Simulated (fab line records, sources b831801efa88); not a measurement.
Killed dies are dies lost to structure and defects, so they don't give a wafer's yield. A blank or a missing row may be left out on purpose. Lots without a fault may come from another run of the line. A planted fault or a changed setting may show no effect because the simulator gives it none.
Which tool did it? | flow sfq_line | 12 lots, 36 wafers sampled, at 4 steps of a route of 325

WHAT THE GAUGES READ, wafer by wafer
SFQ_R5_THK_MEAS_934: measures by xrf. Usual: R5_MONX_THK 40.7 nm, standard deviation 0.41.
lot  | measured     | on            | R5_MONX_THK (nm) | flag
L838 | day 50 03:55 | film_metro-04 | 41.4 40.6 40.4   |
L839 | day 50 10:51 | film_metro-03 | 41.1 41.2 41.1   |
L840 | day 50 13:44 | film_metro-03 | 40.0 41.0 40.1   |
L841 | day 50 15:32 | film_metro-03 | 40.6 41.0 40.9   |
L842 | day 50 19:11 | film_metro-03 | 41.2 41.4 41.2   |
L843 | day 51 05:15 | film_metro-03 | 40.6 41.0 40.6   |
L844 | day 58 02:41 | film_metro-03 | 40.5 40.1 41.2   |
L845 | day 58 03:52 | film_metro-02 | 40.7 41.1 41.2   |
L846 | day 64 00:12 | film_metro-04 | 40.5 40.3 41.2   |
L854 | day 64 22:30 | film_metro-03 | 43.6 43.2 43.3   | OFF
L857 | day 65 21:12 | film_metro-03 | 42.9 43.5 43.6   | OFF
L858 | day 66 00:13 | film_metro-03 | 43.9 43.9 43.2   | OFF

SFQ_R5_OVL_MEAS_935. Usual: R5_OVL 0 nm, standard deviation 5.4.
lot  | measured     | on         | R5_OVL (nm) | flag
L838 | day 51 00:44 | overlay-02 | -8 -9 -4    |
L839 | day 51 01:56 | overlay-02 | -3 -10 -10  |
L840 | day 51 03:08 | overlay-02 | 1 -3 -8     |
L841 | day 51 05:23 | overlay-01 | -8 -4 -4    |
L842 | day 51 06:36 | overlay-01 | -2 -2 -2    |
L843 | day 51 07:47 | overlay-01 | 11 5 9      |
L844 | day 58 05:45 | overlay-02 | 6 -1 -5     |
L845 | day 58 06:56 | overlay-02 | 5 0 1       |
L846 | day 64 02:31 | overlay-02 | -5 -2 -11   |
L854 | day 65 00:48 | overlay-01 | 6 3 7       |
L857 | day 70 18:30 | overlay-02 | 2 -4 0      |
L858 | day 70 22:07 | overlay-01 | 4 1 1       |

SFQ_I5_OVL_MEAS_936. Usual: I5_OVL 1 nm, standard deviation 5.6.
lot  | measured     | on         | I5_OVL (nm) | flag
L838 | day 56 12:18 | overlay-02 | -4 -4 -18   |
L839 | day 56 14:43 | overlay-02 | 3 7 9       |
L840 | day 56 18:18 | overlay-01 | 4 6 10      |
L841 | day 56 20:42 | overlay-01 | -7 -1 -3    |
L842 | day 56 21:55 | overlay-02 | 6 -5 -7     |
L843 | day 56 23:06 | overlay-01 | 1 0 0       |
L844 | day 58 08:57 | overlay-02 | -5 2 -2     |
L845 | day 58 10:10 | overlay-01 | 8 6 12      |
L846 | day 64 06:43 | overlay-02 | -2 7 1      |
L854 | day 69 18:31 | overlay-02 | 3 -9 -4     |
L857 | day 73 18:02 | overlay-02 | -1 4 -4     |
L858 | day 73 20:27 | overlay-02 | 1 1 -3      |

WHICH TOOL RAN EACH LOT (tool, then ch and the chambers of the sampled wafers, then the start)
lot  | SFQ_TRILAYER_JJ_TRILAYER_DEP_SPUTTER_110
L838 | pvd_sputter-03, day 43 23:08
L839 | pvd_sputter-05, day 44 14:37
L840 | pvd_sputter-03, day 44 16:08
L841 | pvd_sputter-06, day 44 18:28
L842 | pvd_sputter-03, day 44 19:07
L843 | pvd_sputter-06, day 44 22:43
L844 | pvd_sputter-06, day 51 23:59
L845 | pvd_sputter-05, day 52 02:22
L846 | pvd_sputter-03, day 52 06:31
L854 | pvd_sputter-03, day 53 17:53
L857 | pvd_sputter-06, day 60 12:49
L858 | pvd_sputter-03, day 60 16:25
- SFQ_TRILAYER_JJ_TRILAYER_DEP_SPUTTER_110: material Al, target thk 8 nm, time 10 s.

WHAT THE TOOLS THEMSELVES READ (means of the sampled wafers that have a number; where no wafer has one, the mark that the record gives instead)
SFQ_TRILAYER_JJ_TRILAYER_DEP_SPUTTER_110. Usual: throttle_valve_pct 29.8 %, standard deviation 0.72.
lot  | tool           | throttle_valve_pct (%) | flag
L838 | pvd_sputter-03 | 29.4                   |
L839 | pvd_sputter-05 | 29.6                   |
L840 | pvd_sputter-03 | 30.1                   |
L841 | pvd_sputter-06 | 29.3                   |
L842 | pvd_sputter-03 | 29.8                   |
L843 | pvd_sputter-06 | 29.7                   |
L844 | pvd_sputter-06 | 29.6                   |
L845 | pvd_sputter-05 | 30.4                   |
L846 | pvd_sputter-03 | 30.0                   |
L854 | pvd_sputter-03 | 29.5                   |
L857 | pvd_sputter-06 | 29.4                   |
L858 | pvd_sputter-03 | 30.5                   |

THE ANSWER, worked out from the rows above alone
Rule: a lot is off if the mean of its wafers that have a number lies more than 3 standard deviations from the usual mean. A lot without any number at a reading at which 4 lots or more have one is off too. The other lots that the step has rows for count as sound. The gauges are gone through in route order, then the tools' own readings, and for those a lot's mean is taken as printed above. The first step at which some lot is off is used, and at that step the reading that is off furthest; a lot without a number counts as furthest.
Off: L854, L857, L858, at SFQ_R5_THK_MEAS_934 (R5_MONX_THK).
A tool fits if, at a process step before that reading, it ran every lot that is off, and no sound lot after the first of them. The gauges at SFQ_R5_THK_MEAS_934 are tried like those tools. One fits: film_metro-03 at SFQ_R5_THK_MEAS_934. Its last sound lot is L844 (day 58 02:41), its first lot that is off L854 (day 64 22:30): a fault that began between those two fits.

WHAT THE SIMULATOR HAD PUT IN
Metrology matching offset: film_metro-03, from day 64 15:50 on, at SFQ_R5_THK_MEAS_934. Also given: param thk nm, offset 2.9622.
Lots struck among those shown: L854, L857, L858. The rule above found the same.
